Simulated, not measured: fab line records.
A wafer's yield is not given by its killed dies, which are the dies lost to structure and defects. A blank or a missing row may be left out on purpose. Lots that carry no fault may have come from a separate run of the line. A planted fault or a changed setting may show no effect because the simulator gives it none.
fab line records -- flow gf180mcu
record lots=13, wafers=39, lastDay=34
route steps=602 shown STI@25 NWELL@51 MVPSD@139 HV_LDD@186
lots that met no fault: taken from a fault-free run of the same line
startH: hours from the record's first day to the start of the lot's first wafer shown -- waitH: hours since the lot's step before -- " repeats the value in the row above -- L1.1+2: several wafers, shown together as one row -- - no value, or no start given -- * or withheld: withheld -- < > ~ a bound
route shown NAME@n: a module of which the file shows steps, and the number in the route of the first -- usual: average and standard deviation across the fault-free wafers -- same: alike in all rows -- chamber/n: place in a boat -- sites: per-site readings -- _std_site: the values' standard deviation -- _edge_site: outer sites' mean less inner sites' -- radiusMm: how far each site lies from the wafer's centre -- mask NAME#n: copy n -- behind: the most recent tool/chamber to have shaped the wafer -- hold: what put the lot on hold/how long, in hours/how the hold closed -- device: names the non-switching transistor (n, p or np) -- end of line: the route-end tests of the same wafers -- a step with no rows: only its recipe -- killed: not the wafer's yield, but the dies lost to structure and defects at the first sort -- map: dies across one wafer; x = killed, . = not, _ = none there
set.NAME: the setting the step ran with; set.NAME@STEP: the setting that earlier step ran with -- model.NAME: the simulator's own value behind a step, which no gauge read
steps of the route over a sample of lots; a table a step, a row a wafer
services: a tool's chamber out of use, with start hour (startH, from the record's first day; less than 0 if before it), hours out, and reason
## steps
# step GF_STI_THK_MEAS_24
# recipe reads=SiO2_of_STI_CVD_23
# usual STI_CVD_23_THK=646/7.8
lot.wafer,tool,chamber,startH,waitH,STI_CVD_23_THK[nm]
L639.2,filmMetro-01,-,27.14,0.0,647
L639.3,filmMetro-01,-,27.14,0.0,646
L639.6,filmMetro-01,-,27.14,0.0,646
L640.1,filmMetro-01,-,33.26,0.0,640
L640.2,filmMetro-01,-,33.26,0.0,637
L640.3,filmMetro-01,-,33.26,0.0,637
L642.4,filmMetro-03,-,42.88,0.0,656
L642.5,filmMetro-03,-,42.88,0.0,647
L642.6,filmMetro-03,-,42.88,0.0,640
L643.1,filmMetro-03,-,47.73,0.0,645
L643.2,filmMetro-03,-,47.73,0.0,652
L643.5,filmMetro-03,-,47.73,0.0,647
L645.2,filmMetro-02,-,58.83,0.0,659
L645.4,filmMetro-02,-,58.83,0.0,653
L645.5,filmMetro-02,-,58.83,0.0,646
L646.1,filmMetro-02,-,65.92,0.0,649
L646.2,filmMetro-02,-,65.92,0.0,645
L646.6,filmMetro-02,-,65.92,0.0,646
L649.2,filmMetro-03,-,79.24,0.0,651
L649.4,filmMetro-03,-,79.24,0.0,635
L649.6,filmMetro-03,-,79.24,0.0,647
L652.2,filmMetro-02,-,95.72,0.0,642
L652.4,filmMetro-02,-,95.72,0.0,639
L652.6,filmMetro-02,-,95.72,0.0,637
L653.2,filmMetro-01,-,99.61,0.0,637
L653.4,filmMetro-01,-,99.61,0.0,654
L653.5,filmMetro-01,-,99.61,0.0,639
L659.2,filmMetro-03,-,130.82,0.0,648
L659.4,filmMetro-03,-,130.82,0.0,662
L659.5,filmMetro-03,-,130.82,0.0,654
L660.2,filmMetro-02,-,135.46,0.1,660
L660.3,filmMetro-02,-,135.46,0.1,649
L660.5,filmMetro-02,-,135.46,0.1,657
L661.1,filmMetro-03,-,140.62,0.0,645
L661.3,filmMetro-03,-,140.62,0.0,646
L661.5,filmMetro-03,-,140.62,0.0,634
L662.1,filmMetro-02,-,147.78,0.0,651
L662.3,filmMetro-02,-,147.78,0.0,649
L662.4,filmMetro-02,-,147.78,0.0,648
# step GF_NWELL_IMPLANT_09
# recipe species=P, energyKev=160, doseCm2=4e+12, tiltDeg=0
# usual doseIonsCm2=4e+12/4e+09, faradayCurrentUA=22.5/0.47
lot.wafer,tool,chamber,startH,waitH,doseIonsCm2,faradayCurrentUA
L639.2,implanter-03,0,55.17,0.1,3.996e+12,22.2
L639.3,implanter-03,0,55.17,0.1,3.996e+12,22.6
L639.6,implanter-03,0,55.17,0.1,4.004e+12,22.8
L640.1,implanter-03,0,61.03,0.1,4e+12,22.4
L640.2,implanter-03,0,61.03,0.1,4e+12,22.4
L640.3,implanter-03,0,61.03,0.1,3.995e+12,22.7
L642.4,implanter-01,0,71.15,0.1,3.997e+12,23.2
L642.5,implanter-01,0,71.15,0.1,3.999e+12,22.0
L642.6,implanter-01,0,71.15,0.1,3.993e+12,23.0
L643.1,implanter-03,0,76.69,0.1,4.008e+12,22.4
L643.2,implanter-03,0,76.69,0.1,4.008e+12,22.2
L643.5,implanter-03,0,76.69,0.1,4.005e+12,21.7
L645.2,implanter-03,0,88.15,0.1,4.001e+12,23.1
L645.4,implanter-03,0,88.15,0.1,3.997e+12,22.1
L645.5,implanter-03,0,88.15,0.1,4.005e+12,22.2
L646.1,implanter-03,0,96.21,0.1,3.996e+12,22.1
L646.2,implanter-03,0,96.21,0.1,4e+12,22.5
L646.6,implanter-03,0,96.21,0.1,3.996e+12,22.7
L649.2,implanter-01,0,111.25,0.1,4e+12,23.1
L649.4,implanter-01,0,111.25,0.1,4.001e+12,22.2
L649.6,implanter-01,0,111.25,0.1,4e+12,23.2
L652.2,implanter-03,0,128.16,0.1,4.002e+12,23.5
L652.4,implanter-03,0,128.16,0.1,3.999e+12,22.3
L652.6,implanter-03,0,128.16,0.1,4.002e+12,21.9
L653.2,implanter-01,0,134.00,0.1,4.003e+12,23.0
L653.4,implanter-01,0,134.00,0.1,3.995e+12,22.4
L653.5,implanter-01,0,134.00,0.1,4.001e+12,22.0
L659.2,implanter-03,0,163.96,0.1,2.896e+12,16.2
L659.4,implanter-03,0,163.96,0.1,2.903e+12,16.0
L659.5,implanter-03,0,163.96,0.1,2.899e+12,16.7
L660.2,implanter-03,0,169.21,0.1,2.895e+12,16.3
L660.3,implanter-03,0,169.21,0.1,2.892e+12,16.2
L660.5,implanter-03,0,169.21,0.1,2.892e+12,16.6
L661.1,implanter-01,0,174.53,0.1,4e+12,23.1
L661.3,implanter-01,0,174.53,0.1,3.998e+12,22.9
L661.5,implanter-01,0,174.53,0.1,4.003e+12,22.5
L662.1,implanter-01,0,183.33,0.1,3.998e+12,21.9
L662.3,implanter-01,0,183.33,0.1,3.998e+12,23.3
L662.4,implanter-01,0,183.33,0.1,3.998e+12,22.2
# step GF_VT_IMPLANT_RS_MEAS_47
# recipe thkMeasGauge=four-point-probe
# usual NWELL_RS=488.4/1
lot.wafer,tool,chamber,startH,waitH,NWELL_RS[ohm/sq]
L639.2,filmMetro-01,-,156.53,0.1,489.8
L639.3,filmMetro-01,-,156.53,0.1,489.4
L639.6,filmMetro-01,-,156.53,0.1,489.4
L640.1,filmMetro-01,-,163.92,0.1,489.1
L640.2,filmMetro-01,-,163.92,0.1,487.9
L640.3,filmMetro-01,-,163.92,0.1,489.0
L642.4,filmMetro-04,-,177.27,0.1,487.9
L642.5,filmMetro-04,-,177.27,0.1,488.8
L642.6,filmMetro-04,-,177.27,0.1,488.8
L643.1,filmMetro-01,-,182.91,0.1,488.3
L643.2,filmMetro-01,-,182.91,0.1,488.6
L643.5,filmMetro-01,-,182.91,0.1,488.7
L645.2,filmMetro-02,-,197.09,0.1,486.9
L645.4,filmMetro-02,-,197.09,0.1,487.2
L645.5,filmMetro-02,-,197.09,0.1,488.3
L646.1,filmMetro-02,-,206.86,0.1,487.7
L646.2,filmMetro-02,-,206.86,0.1,486.7
L646.6,filmMetro-02,-,206.86,0.1,489.6
L649.2,filmMetro-04,-,225.64,0.1,487.4
L649.4,filmMetro-04,-,225.64,0.1,487.2
L649.6,filmMetro-04,-,225.64,0.1,488.8
L652.2,filmMetro-04,-,247.28,0.1,489.0
L652.4,filmMetro-04,-,247.28,0.1,489.1
L652.6,filmMetro-04,-,247.28,0.1,489.2
L653.2,filmMetro-04,-,253.24,0.1,489.3
L653.4,filmMetro-04,-,253.24,0.1,486.7
L653.5,filmMetro-04,-,253.24,0.1,489.5
L659.2,filmMetro-04,-,290.34,0.1,511.6
L659.4,filmMetro-04,-,290.34,0.1,510.9
L659.5,filmMetro-04,-,290.34,0.1,510.2
L660.2,filmMetro-01,-,296.52,0.1,510.0
L660.3,filmMetro-01,-,296.52,0.1,510.3
L660.5,filmMetro-01,-,296.52,0.1,510.8
L661.1,filmMetro-04,-,303.51,0.1,487.8
L661.3,filmMetro-04,-,303.51,0.1,487.8
L661.5,filmMetro-04,-,303.51,0.1,488.0
L662.1,filmMetro-02,-,316.25,0.1,487.2
L662.3,filmMetro-02,-,316.25,0.1,487.8
L662.4,filmMetro-02,-,316.25,0.1,488.8
# step GF_VT_IMPLANT_RS_MEAS_49
# recipe thkMeasGauge=four-point-probe
# usual MVPSD_RS=1169.5/2.7
lot.wafer,tool,chamber,startH,waitH,MVPSD_RS[ohm/sq]
L639.2,filmMetro-01,-,156.77,0.1,1170.2
L639.3,filmMetro-01,-,156.77,0.1,1170.1
L639.6,filmMetro-01,-,156.77,0.1,1167.5
L640.1,filmMetro-01,-,164.16,0.1,1171.0
L640.2,filmMetro-01,-,164.16,0.1,1173.3
L640.3,filmMetro-01,-,164.16,0.1,1171.7
L642.4,filmMetro-04,-,177.51,0.1,1168.2
L642.5,filmMetro-04,-,177.51,0.1,1172.4
L642.6,filmMetro-04,-,177.51,0.1,1173.3
L643.1,filmMetro-01,-,183.15,0.1,1171.5
L643.2,filmMetro-01,-,183.15,0.1,1176.0
L643.5,filmMetro-01,-,183.15,0.1,1172.0
L645.2,filmMetro-02,-,197.33,0.1,1168.6
L645.4,filmMetro-02,-,197.33,0.1,1172.8
L645.5,filmMetro-02,-,197.33,0.1,1174.1
L646.1,filmMetro-02,-,207.10,0.1,1171.2
L646.2,filmMetro-02,-,207.10,0.1,1171.5
L646.6,filmMetro-02,-,207.10,0.1,1169.3
L649.2,filmMetro-04,-,225.88,0.1,1164.2
L649.4,filmMetro-04,-,225.88,0.1,1167.0
L649.6,filmMetro-04,-,225.88,0.1,1165.9
L652.2,filmMetro-04,-,247.52,0.1,1171.9
L652.4,filmMetro-04,-,247.52,0.1,1173.4
L652.6,filmMetro-04,-,247.52,0.1,1175.8
L653.2,filmMetro-04,-,253.48,0.1,1170.6
L653.4,filmMetro-04,-,253.48,0.1,1170.1
L653.5,filmMetro-04,-,253.48,0.1,1168.1
L659.2,filmMetro-04,-,290.58,0.1,1167.6
L659.4,filmMetro-04,-,290.58,0.1,1165.5
L659.5,filmMetro-04,-,290.58,0.1,1168.3
L660.2,filmMetro-01,-,296.76,0.1,1169.4
L660.3,filmMetro-01,-,296.76,0.1,1165.9
L660.5,filmMetro-01,-,296.76,0.1,1164.9
L661.1,filmMetro-04,-,303.75,0.1,1170.5
L661.3,filmMetro-04,-,303.75,0.1,1169.4
L661.5,filmMetro-04,-,303.75,0.1,1168.8
L662.1,filmMetro-02,-,316.49,0.1,1167.6
L662.3,filmMetro-02,-,316.49,0.1,1170.7
L662.4,filmMetro-02,-,316.49,0.1,1169.2
# step GF_HV_LDD_STRIP_10
# recipe chemistry=O2/N2, powerW=1400, pressureMtorr=1500, platenTempC=250, o2FlowSccm=3000, n2FlowSccm=300, overashFraction=0.5
# usual drypumpMotorCurrentA=5.5/0.31, heaterPowerW=346/46, oesProductAu=0.716/0.0047, stripTimeToEndpointS=12.63/0.031
# same overashFraction=0.5
lot.wafer,tool,chamber,startH,waitH,drypumpMotorCurrentA,heaterPowerW,oesProductAu,rfHoursCounterH,stripTimeToEndpointS
L639.2,plasmaAsher-02,0,214.45,0.1,5.1,448,0.715,51,12.63
L639.3,plasmaAsher-02,1,214.45,0.1,5.3,317,0.723,-,12.63
L639.6,plasmaAsher-02,0,214.45,0.1,5.1,430,0.718,-,12.61
L640.1,plasmaAsher-03,1,222.60,0.1,6.1,340,0.714,48,12.62
L640.2,plasmaAsher-03,0,222.60,0.1,5.4,299,0.708,48,12.63
L640.3,plasmaAsher-03,1,222.60,0.1,6.1,343,0.713,-,12.61
L642.4,plasmaAsher-03,1,236.44,0.1,6.1,336,0.713,-,12.66
L642.5,plasmaAsher-03,0,236.44,0.1,5.4,296,0.718,-,12.65
L642.6,plasmaAsher-03,1,236.44,0.1,6.0,341,0.714,-,12.66
L643.1,plasmaAsher-04,0,245.07,0.1,5.7,381,0.722,14,12.58
L643.2,plasmaAsher-04,1,245.07,0.1,5.5,328,0.719,14,12.60
L643.5,plasmaAsher-04,1,245.07,0.1,5.5,337,0.717,-,12.59
L645.2,plasmaAsher-04,0,262.00,0.1,5.7,371,0.708,15,12.61
L645.4,plasmaAsher-04,0,262.00,0.1,5.6,362,0.715,-,12.60
L645.5,plasmaAsher-04,0,262.00,0.1,5.7,378,0.709,-,12.55
L646.1,plasmaAsher-04,0,268.40,0.1,5.7,384,0.712,16,12.68
L646.2,plasmaAsher-04,1,268.40,0.1,5.5,337,0.717,16,12.66
L646.6,plasmaAsher-04,1,268.40,0.1,5.5,333,0.715,-,12.65
L649.2,plasmaAsher-02,0,290.80,0.1,5.1,423,0.713,58,12.60
L649.4,plasmaAsher-02,1,290.80,0.1,5.3,313,0.712,-,12.60
L649.6,plasmaAsher-02,0,290.80,0.1,5.1,427,0.714,-,12.60
L652.2,plasmaAsher-03,1,316.26,0.1,6.1,333,0.721,58,12.64
L652.4,plasmaAsher-03,1,316.26,0.1,6.0,327,0.714,-,12.68
L652.6,plasmaAsher-03,1,316.26,0.1,6.0,329,0.729,-,12.69
L653.2,plasmaAsher-03,1,321.81,0.1,6.1,347,0.716,59,12.61
L653.4,plasmaAsher-03,1,321.81,0.1,6.0,321,0.716,-,12.60
L653.5,plasmaAsher-03,0,321.81,0.1,5.4,289,0.715,-,12.58
L659.2,plasmaAsher-04,0,367.37,0.1,5.7,376,0.721,26,12.60
L659.4,plasmaAsher-04,0,367.37,0.1,5.7,369,0.712,-,12.62
L659.5,plasmaAsher-04,1,367.37,0.1,5.5,329,0.721,-,12.64
L660.2,plasmaAsher-02,0,374.85,0.1,5.1,432,0.716,67,12.61
L660.3,plasmaAsher-02,1,374.85,0.1,5.3,311,0.717,-,12.64
L660.5,plasmaAsher-02,1,374.85,0.1,5.3,320,0.725,-,12.62
L661.1,plasmaAsher-02,1,377.86,0.1,5.3,327,0.714,67,12.64
L661.3,plasmaAsher-02,0,377.86,0.1,5.1,431,0.719,-,12.65
L661.5,plasmaAsher-02,0,377.86,0.1,5.1,438,0.712,-,12.66
L662.1,plasmaAsher-04,1,389.17,0.1,5.5,336,0.713,29,12.65
L662.3,plasmaAsher-04,1,389.17,0.1,5.5,325,0.710,-,12.63
L662.4,plasmaAsher-04,0,389.17,0.1,5.7,375,0.713,-,12.65
## services
tool,chamber,startH,hours,kind
implanter-03,-,41.13,4.2,pm
plasmaAsher-04,-,108.75,9.0,pm
plasmaAsher-04,0,108.75,9.0,ventCycle
plasmaAsher-04,1,108.75,9.0,ventCycle
plasmaAsher-04,0,117.75,-,clean
plasmaAsher-04,1,117.75,-,clean
implanter-01,-,166.10,5.1,pm
implanter-03,-,207.21,2.0,pm
implanter-01,-,224.93,3.6,pm
implanter-01,-,266.28,2.9,repair
implanter-01,-,300.27,1.9,repair
implanter-03,-,332.23,4.8,repair
plasmaAsher-04,-,351.72,2.8,pm
## key
firstSign step=GF_NWELL_IMPLANT_09, reading=doseIonsCm2, direction=down, sigmas=99+, usual=4e+12, struck=2.896e+12
effect step=GF_NWELL_IMPLANT_09, reading=faradayCurrentUA, direction=down, sigmas=13, usual=22.5, struck=16.3
effect step=GF_VT_IMPLANT_RS_MEAS_47, reading=NWELL_RS, direction=up, sigmas=22, usual=488.4, struck=510.6
metAt GF_NWELL_IMPLANT_09
struckLots L659,L660
testerLeftOut L659,L660
notActingAt GF_STI_THK_MEAS_24,GF_VT_IMPLANT_RS_MEAS_49,GF_HV_LDD_STRIP_10
onsetBetween 128.16 163.96
fault kind=processParameterDrift, tool=implanter-03, chamber=-, onsetH=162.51, steps=GF_NWELL_IMPLANT_09, channel=doseCm2, offset=-1.1058e+12, shape=step, endH=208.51, actsIn=theseRecipesOnly, stated=4e+12
# testerLeftOut: of these lots the tester's yield and bins aren't shown, on N5 and GAA mostly nor the transistor test; their killed dies are dies lost to structure and defects alone, not to doping, threshold or leakage, so they don't give the yield
